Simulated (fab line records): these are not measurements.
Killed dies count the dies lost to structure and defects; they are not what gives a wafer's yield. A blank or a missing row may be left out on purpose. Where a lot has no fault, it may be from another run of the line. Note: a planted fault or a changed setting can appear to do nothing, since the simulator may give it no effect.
Matching of chambers -- flow sky130 -- SKY_LI_CONTACT_HDPCVD_00 on hdpcvd-02 has 3 sister chambers
The step deposits PSG, target thk 930 nm, time 155 s. 6 wafers are shown with their chamber, then 7 later ones without.

WAFERS, EACH WITH ITS CHAMBER
wafer,chamber,sih4_flow_sccm (sccm)
L305.2,0,59.83
L305.6,0,59.90
L306.2,1,59.88
L306.5,2,60.05
L310.3,2,59.51
L310.4,1,59.81

WAFERS WITH NO CHAMBER GIVEN
wafer,sih4_flow_sccm (sccm)
L310.6,59.66
L311.2,60.09
L311.3,59.89
L311.5,59.82
L312.3,60.03
L312.5,59.78
L312.6,59.99

WHICH CHAMBER EACH ONE RAN IN
wafer,from the rows above,in truth
L310.6,can't be placed: 2 or 1 or 0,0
L311.2,can't be placed: 0 or 1 or 2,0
L311.3,can't be placed: 0 or 1 or 2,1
L311.5,can't be placed: 1 or 2 or 0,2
L312.3,can't be placed: 0 or 1 or 2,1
L312.5,can't be placed: 2 or 1 or 0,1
L312.6,can't be placed: 0 or 1 or 2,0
Placed correctly: 0 of 7. These rows do not allow placing 7 (true chamber among the candidates in 7). Placed wrongly: 0.
How it was worked out, from the rows above alone: a wafer's distance from a chamber is the root of the sum, over the readings, of the square of ((its reading less the chamber's mean) divided by the reading's scatter). If the next closest chamber is less than 2 further off than the closest, the wafer can't be placed; otherwise it belongs to the closest. For every chamber, the mean is computed from those of its wafers that are shown. The scatter: the root of (the sum of the squares of (reading less its chamber's mean) over the shown wafers, divided by (wafers less chambers)).
